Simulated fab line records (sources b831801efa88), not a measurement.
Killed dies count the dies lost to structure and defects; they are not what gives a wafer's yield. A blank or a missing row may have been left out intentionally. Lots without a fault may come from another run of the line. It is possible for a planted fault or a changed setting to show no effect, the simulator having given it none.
One fault through the eyes of 2 desks || flow gf180mcu || each desk holds nothing but its own numbers, with what lay behind them at the end

FOR THE TOOL OWNER'S DESK: implanter-02
The tool's own readings at GF_HV_LDD_IMPLANT_48: means of the sampled wafers that have a number, for each lot that ran on this tool. The brackets show how far a lot's mean lies from the usual mean; more than 4 standard deviations puts the lot out of limits, marked OUT.
Columns: A = beam_on_s at GF_HV_LDD_IMPLANT_48, usual 10.04 s; B = dose_ions_cm2 at GF_HV_LDD_IMPLANT_48, usual 2.9999e+13; C = faraday_current_uA at GF_HV_LDD_IMPLANT_48, usual 168
{"lot": "L100", "first seen here": "day 12 18:24", "A": 10.00, "B": 2.9991e+13, "C": 169}
{"lot": "L102", "first seen here": "day 13 14:28", "A": 9.92, "B": 2.9996e+13, "C": 171}
{"lot": "L103", "first seen here": "day 13 23:45", "A": 10.26, "B": 2.9992e+13, "C": 165}
{"lot": "L106", "first seen here": "day 14 20:46", "A": 9.94, "B": 2.9965e+13, "C": 170}
{"lot": "L112", "first seen here": "day 16 20:20", "A": "11.73 (+7.7) OUT", "B": "1.4216e+14 (+99 or more) OUT", "C": "683 (+99 or more) OUT"}
{"lot": "L114", "first seen here": "day 17 15:03", "A": "11.90 (+8.5) OUT", "B": "1.4217e+14 (+99 or more) OUT", "C": "672 (+99 or more) OUT"}
{"lot": "L121", "first seen here": "day 20 00:21", "A": 9.96, "B": 3.0030e+13, "C": 169}
Finding of this desk: L112, L114 out of limits; the first was L112 at day 16 20:20, on beam_on_s at GF_HV_LDD_IMPLANT_48. L100, L102, L103, L106, L121 stayed within limits.

AT THE METROLOGY DESK
What the gauges read for every lot (on any tool): the sampled wafers with a number, averaged. The brackets show how far a lot's mean lies from the usual mean; more than 4 standard deviations puts the lot out of limits, marked OUT.
Columns: A = cd_nm at GF_HV_LDD_CD_MEAS_31, usual 400.4 nm; B = HV_LDD_4_TW at GF_HV_LDD_TW_MEAS_50, usual 577; C = NSD_OVL at GF_NSD_OVL_MEAS_08, usual 0.1 nm
{"lot": "L100", "first seen here": "day 11 21:28", "A": 402.9, "B": 575, "C": 4.0}
{"lot": "L101", "first seen here": "day 12 06:26", "A": 404.1, "B": 575, "C": -0.3}
{"lot": "L102", "first seen here": "day 12 17:29", "A": 398.0, "B": 575, "C": -2.9}
{"lot": "L103", "first seen here": "day 13 02:23", "A": 399.5, "B": 580, "C": 0.5}
{"lot": "L105", "first seen here": "day 13 19:40", "A": 401.6, "B": 577, "C": -1.3}
{"lot": "L106", "first seen here": "day 13 22:30", "A": 403.2, "B": 576, "C": -1.4}
{"lot": "L112", "first seen here": "day 15 21:07", "A": 401.2, "B": "944 (+99 or more) OUT", "C": -0.7}
{"lot": "L114", "first seen here": "day 16 14:37", "A": 399.5, "B": "934 (+99 or more) OUT", "C": 0.5}
{"lot": "L117", "first seen here": "day 17 15:53", "A": 400.5, "B": 577, "C": 0.6}
{"lot": "L118", "first seen here": "day 17 23:23", "A": 397.9, "B": 579, "C": 0.8}
{"lot": "L119", "first seen here": "day 18 05:44", "A": 399.7, "B": 579, "C": -1.9}
{"lot": "L121", "first seen here": "day 18 22:30", "A": 402.8, "B": 572, "C": 1.6}
{"lot": "L122", "first seen here": "day 19 07:56", "A": 399.4, "B": 581, "C": 1.3}
This desk's result: L112, L114 out of limits, first on L112 (HV_LDD_4_TW at GF_HV_LDD_TW_MEAS_50), day 16 20:34. L100, L101, L102, L103, L105, L106, L117, L118, L119, L121, L122 stayed within limits.

TAKEN TOGETHER
On L112, L114, at day 16 20:20, an alarm was possible from the tool owner's desk.
Metrology desk: alarm possible at day 16 20:34 on L112, L114.
All the named lots went through GF_HV_LDD_IMPLANT_48 on implanter-02.

WHAT THE SIMULATOR HAD INSERTED
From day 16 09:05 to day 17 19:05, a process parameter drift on implanter-02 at GF_HV_LDD_IMPLANT_48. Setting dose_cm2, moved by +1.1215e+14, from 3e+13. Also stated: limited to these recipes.
Shown lots that were struck: L112, L114.
Hours from the fault's start to each desk's first reading out of limits: the tool owner's desk, 11; the metrology desk, 11.
